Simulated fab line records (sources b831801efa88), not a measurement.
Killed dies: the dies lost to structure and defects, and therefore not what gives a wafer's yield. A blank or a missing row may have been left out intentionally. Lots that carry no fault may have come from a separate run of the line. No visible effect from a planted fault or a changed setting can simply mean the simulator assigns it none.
Which tool did it? :: flow gf180mcu :: 6 lots, 18 wafers sampled, at 2 steps of a route of 602

== WHAT EACH GAUGE READ, for each wafer ==
GF_POLY_GATE_CD_MEAS_10: the cd target is 280 nm.
lot: L572
measured: day 10 09:25
on: cd sem-02
cd nm (nm): 281.6 281.6 280.2

lot: L577
measured: day 11 23:04
on: cd sem-01
cd nm (nm): 262.2 269.6 269.9

lot: L582
measured: day 13 10:02
on: cd sem-02
cd nm (nm): 281.3 281.4 281.0

lot: L586
measured: day 14 11:12
on: cd sem-01
cd nm (nm): 281.5 280.5 281.0

lot: L588
measured: day 15 00:11
on: cd sem-01
cd nm (nm): 280.6 281.3 281.3

lot: L590
measured: day 16 03:04
on: cd sem-01
cd nm (nm): 281.3 280.9 281.6

== WHAT TOOL EACH LOT RAN ON (gives the tool, then ch and the chambers of the sampled wafers, and finally the start) ==
lot: L572
GF_POLY_GATE_EXPOSE_07: krf scanner-02 ch 0, day 10 00:57

lot: L577
GF_POLY_GATE_EXPOSE_07: krf scanner-01 ch 0, day 11 13:41

lot: L582
GF_POLY_GATE_EXPOSE_07: krf scanner-02 ch 0, day 13 01:22

lot: L586
GF_POLY_GATE_EXPOSE_07: krf scanner-01 ch 0, day 14 01:28

lot: L588
GF_POLY_GATE_EXPOSE_07: krf scanner-02 ch 0, day 14 13:16

lot: L590
GF_POLY_GATE_EXPOSE_07: krf scanner-02 ch 0, day 15 16:23
- GF_POLY_GATE_EXPOSE_07: exposes mask Poly2, target cd 280 nm.

== THE ANSWER, worked out from the rows above alone ==
Rule: what is usual is taken from the lots themselves. Put in order of their means at a reading, lots are off if they are a third of the lots or fewer, leave a main group of 4 or more, and stand apart from it by a gap of 3 or more times the standard deviation of the main group's means; of several such gaps the widest counts. A main group is skipped when, at the precision printed for the reading in the tables above, its means are all equal. Also off: a lot with no number at a reading for which 4 or more lots have one. Where the step has rows for the other lots, those lots are counted as sound.
Off at GF_POLY_GATE_CD_MEAS_10 (cd nm): L577. Mean 281.1 nm and standard deviation 0.1 in the main group.
A tool fits if, at a process step before that reading, it ran every lot that is off, and no sound lot after the first of them. Gauges at GF_POLY_GATE_CD_MEAS_10: tried the same way as those tools. Of those tried, none fits.

== WHAT HAD BEEN PUT IN BY THE SIMULATOR ==
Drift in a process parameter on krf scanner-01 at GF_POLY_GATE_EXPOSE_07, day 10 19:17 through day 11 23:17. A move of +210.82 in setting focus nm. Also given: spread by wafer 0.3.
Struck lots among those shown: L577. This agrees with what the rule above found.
